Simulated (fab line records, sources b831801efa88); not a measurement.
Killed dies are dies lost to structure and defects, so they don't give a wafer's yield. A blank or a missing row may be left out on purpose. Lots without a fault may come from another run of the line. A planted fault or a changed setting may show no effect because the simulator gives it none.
A struck lot beside a sound one | flow sfq_line | 15 steps out of a route of 325
Sound: wafers L410.1, L410.2, L410.5. Struck: wafers L415.3, L415.4, L415.5. The cause comes at the end.
At each step with rows: each side's tool, then ch and its chambers, then its first start. Under that, the readings that differ: sound wafers | struck wafers | difference of the means | sigmas: that difference in standard deviations of wafers without a fault.
alike: readings whose means differ by less than 2 such deviations, and words and numbers that are the same on both sides. not compared: withheld readings, readings that some wafer has no value for, bounds like >300 that may hide the same value, and numbers for which the record gives no deviation and whose values overlap.
The two part at a step that has a row with sigmas, a row that says differs or no value, or rows on one side only. Numbers that don't overlap but have no deviation are shown without sigmas and don't part them. A reading that every wafer of one side lacks parts them only if that side has two wafers or more.

first, 1 step without rows for these wafers: SFQ_TRILAYER_M6_STRIP_SOLV_CLEAN_164 (cleans in NMP, time 600 s).
SFQ_TRILAYER_I6_DEP_PECVD_165: deposits SiO2 from SiH4/N2O, time 111.11 s, target thk 500 nm.
  sound on pecvd-02 ch 0,1,2, day 68 13:58; struck on pecvd-03 ch 0,1, day 72 01:26
  alike: heater_power_w, throttle_valve_pct
SFQ_TRILAYER_I6_CMP_CMP_166: polishes SiO2.
  sound on cmp-01 ch 1,2,3, day 68 14:49; struck on cmp-01 ch 1,2,3, day 72 04:19
  alike: motor_current_A, slurry_filter_dp_kPa, slurry_flow_ml_min, time_to_endpoint_s
SFQ_I6_BOW_MEAS_941:
  sound on film_metro-01, day 68 17:49; struck on film_metro-03, day 72 06:22
  alike: I6_BOW
SFQ_TRILAYER_I6_METRO_MEASURE_167:
  sound on film_metro-01, day 68 17:56; struck on film_metro-03, day 72 06:50
  alike: thk_nm
then, 6 steps without rows for these wafers: SFQ_TRILAYER_I6_VIA_LITHO_COAT_174 (resist thk 62 nm); SFQ_TRILAYER_I6_VIA_LITHO_COAT_169 (resist thk 650 nm); SFQ_TRILAYER_I6_VIA_LITHO_SOFTBAKE_173; SFQ_TRILAYER_I6_VIA_LITHO_EXPOSE_170 (exposes mask I6, target cd 700 nm); SFQ_TRILAYER_I6_VIA_LITHO_PEB_172 (peb time 58.87 s); SFQ_TRILAYER_I6_VIA_LITHO_DEVELOP_171 (time 60 s).
-- the record jumps here: 5 days lie between the struck wafers' starts before and after --
SFQ_I6_OVL_MEAS_942:
  sound on overlay-01, day 73 17:36; struck on overlay-01, day 77 06:56
  alike: I6_OVL
SFQ_TRILAYER_I6_VIA_BARC_OPEN_VIA_ETCH_235: etches BARC in O2, target depth 125 nm, time 41.7 s.
  sound on rie_diel-04 ch 2,3, day 73 17:38; struck on rie_diel-02 ch 1,2, day 77 06:58
  reading                                                 | sound             | struck            | difference | sigmas
  oes_product_au (a.u.)                                   | 0.686 0.679 0.680 | 0.814 0.808 0.817 | +0.131     | +28
  run_length_s (s)                                        | 70.4 70.4 70.8    | 60.3 59.9 60.4    | -10.3      | -25
  time_s (s)                                              | 41.7 41.7 41.7    | 29.19 29.19 29.19 | -12.51     |
  model.KrF_of_TRILAYER_I6_VIA_LITHO_COAT_169.thk_nm (nm) | 575.1 573.4 574.4 | 588 586.6 587.7   | +13        |
  alike: drypump_motor_current_A
  not compared: rf_hours_counter_h
SFQ_TRILAYER_I6_VIA_ETCH_VIA_ETCH_172: etches SiO2 in CHF3, stops on Nb, target depth 260 nm.
  sound on rie_diel-04 ch 2,3, day 73 17:41; struck on rie_diel-02 ch 1,2, day 77 07:01
  reading                                                 | sound             | struck            | difference | sigmas
  model.KrF_of_TRILAYER_I6_VIA_LITHO_COAT_169.thk_nm (nm) | 529.8 528.8 529.5 | 543.7 542.6 543.7 | +14.0      |
  alike: drypump_motor_current_A, oes_product_au
SFQ_TRILAYER_I6_VIA_STRIP_STRIP_173: strips in O2.
  sound on rie_metal-01 ch 0,1, day 73 17:47; struck on rie_metal-01 ch 0,1, day 77 07:19
  alike: drypump_motor_current_A, oes_product_au
  not compared: rf_hours_counter_h

WHERE THEY PART
Only at SFQ_TRILAYER_I6_VIA_BARC_OPEN_VIA_ETCH_235, within this record. Later steps at which nothing parts them and some readings are alike: SFQ_TRILAYER_I6_VIA_ETCH_VIA_ETCH_172, SFQ_TRILAYER_I6_VIA_STRIP_STRIP_173.

WHY: what the simulator had put in
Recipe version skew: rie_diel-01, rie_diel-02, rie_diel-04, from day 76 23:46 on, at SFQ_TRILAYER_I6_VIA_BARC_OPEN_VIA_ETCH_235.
